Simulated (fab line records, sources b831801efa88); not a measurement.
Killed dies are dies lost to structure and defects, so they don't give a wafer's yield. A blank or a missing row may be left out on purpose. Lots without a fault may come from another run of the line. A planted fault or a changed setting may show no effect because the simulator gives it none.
Problem report in the 8D (eight disciplines) form, filled by code | flow gf180mcu | the parts of the form that need people (team, actions taken, sign-off) are left out

1. THE PROBLEM
STI_CVD_23_THK at GF_STI_THK_MEAS_24 reads a mean of 586 nm on 4 wafers of 3 lots; wafers without a fault read 655 nm with a standard deviation of 7.9. That is -8.8 standard deviations from the usual mean.
First seen on wafer L580.2, day 3 06:29, on film_metro-01. The record holds 42 wafers of 15 lots with a number at this step. Rule for "out", or "out of limits": more than 4 standard deviations from the usual mean. The other wafers with a number count as sound.

2. WHAT IT IS AND WHAT IT IS NOT
question                    | is                                          | is not
which readings at this step | STI_CVD_23_THK                              | -
which lots                  | L580, L581, L582                            | L575, L576, L578, L587, L589, L592, L593, L594, L595, L596, L597, L598
which wafers of those lots  | L580.2, L580.5, L581.2, L582.5              | L581.6, L582.6
read on which gauges        | film_metro-01, film_metro-03, film_metro-04 | -
when                        | from day 3 06:29                            | up to then (9 sound wafers); but 29 sound wafers of L581, L582, L587, L589, L592, L593, L594, L595, L596, L597, L598 came after

3. SUSPECTS, AND WHAT RULES EACH OUT
Counting: a tool at a process step up to the reading stays a suspect if it ran every lot that is out. Sound lots after the first of them don't rule it out here, since some wafers of a struck lot are sound.
- the gauge at GF_STI_THK_MEAS_24: ruled out. The wafers that are out were read on 3 gauges (film_metro-01, film_metro-03, film_metro-04).
- hdpcvd-02 at GF_STI_CVD_23 (deposits SiO2, target thk 650 nm, time 108.3 s): kept. It ran every lot that is out, first L580 (day 3 06:24); its last sound lot up to then is L576 (day 2 08:42).
Left after counting: hdpcvd-02 at GF_STI_CVD_23.

4. THE CAUSE (what the simulator had put in)
Process parameter drift: hdpcvd-02, from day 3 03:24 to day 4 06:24, at GF_STI_CVD_23. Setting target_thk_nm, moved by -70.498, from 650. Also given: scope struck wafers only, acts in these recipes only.
Counting left only this tool.

5. THE CHAIN OF EFFECTS, in route order
Each row: a reading whose mean over the struck wafers that have a number lies more than 3 standard deviations from the usual. Only readings for which the record gives a usual standard deviation are gone through. hours: the time from each lot's start at the first step in this table that gives one to its start at this step, as a median over the lots. sigmas: the change in usual standard deviations.
hours | step               | reading        | usual  | on struck wafers | change | sigmas
0     | GF_STI_THK_MEAS_24 | STI_CVD_23_THK | 655 nm | 586              | -69    | -8.8
Later measuring or inspecting steps at which every struck wafer that the step has a row for has a number for every such reading, and none has moved that far: GF_VT_IMPLANT_TW_MEAS_21.

6. WHAT WOULD HAVE CAUGHT IT SOONER
In this record the first reading out of limits at a measuring or inspecting step was taken at day 3 06:29, 3 hours after the fault began at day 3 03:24.
Of the lots that are out (3), L581, L582 began GF_STI_CVD_23 on hdpcvd-02 after day 3 06:29. A hold on the tool at that time would have spared those 2.
